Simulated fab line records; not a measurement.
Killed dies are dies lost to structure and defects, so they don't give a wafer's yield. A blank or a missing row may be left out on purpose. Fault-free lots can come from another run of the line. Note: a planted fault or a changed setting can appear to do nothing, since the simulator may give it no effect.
Which tool is to blame? -- flow gf180mcu -- 10 lots (30 wafers sampled), 1 step of a 602-step route

== WHAT EACH GAUGE READ, for each wafer ==
GF_M1_RS_MEAS_05: the measuring method here is four-point-probe.
lot,measured,on,M1_ALCU_RS (ohm/sq)
L544,day 18 08:42,film-metro-02,0.0685 0.0686 0.0682
L546,day 19 05:04,film-metro-01,0.0698 0.0701 0.0707
L547,day 19 12:02,film-metro-02,0.0697 0.0697 0.0698
L548,day 19 19:31,film-metro-01,0.0692 0.0697 0.0701
L549,day 20 10:43,film-metro-01,0.0698 0.0694 0.0705
L551,day 21 10:53,film-metro-02,0.0709 0.0708 0.0715
L552,day 21 11:44,film-metro-02,0.0700 0.0694 0.0690
L556,day 22 15:33,film-metro-01,0.0711 0.0713 0.0708
L558,day 23 10:07,film-metro-02,0.0703 0.0695 0.0697
L561,day 24 12:00,film-metro-03,0.0716 0.0712 0.0708

== WHAT TOOL EACH LOT RAN ON (gives the tool, then ch and the chambers of the sampled wafers, and finally the start) ==
Before these readings, the record contains no process step.

== THE ANSWER, worked out from the rows above alone ==
Rule: the usual values come from the lots themselves. The widest of any qualifying gaps counts: lots, ordered by their means at a reading, are off when they make up no more than a third of the lots, leave a main group of 4 or more, and stand apart from it by 3 or more times the standard deviation of that group's means. A main group is skipped when, at the precision printed for the reading in the tables above, its means are all equal. Also off: a lot with no number at a reading for which 4 or more lots have one. Where the step has rows for the other lots, those lots are counted as sound.
No lot is off at any reading shown: from this, nothing can be told.

== WHAT THE SIMULATOR HAD PUT IN ==
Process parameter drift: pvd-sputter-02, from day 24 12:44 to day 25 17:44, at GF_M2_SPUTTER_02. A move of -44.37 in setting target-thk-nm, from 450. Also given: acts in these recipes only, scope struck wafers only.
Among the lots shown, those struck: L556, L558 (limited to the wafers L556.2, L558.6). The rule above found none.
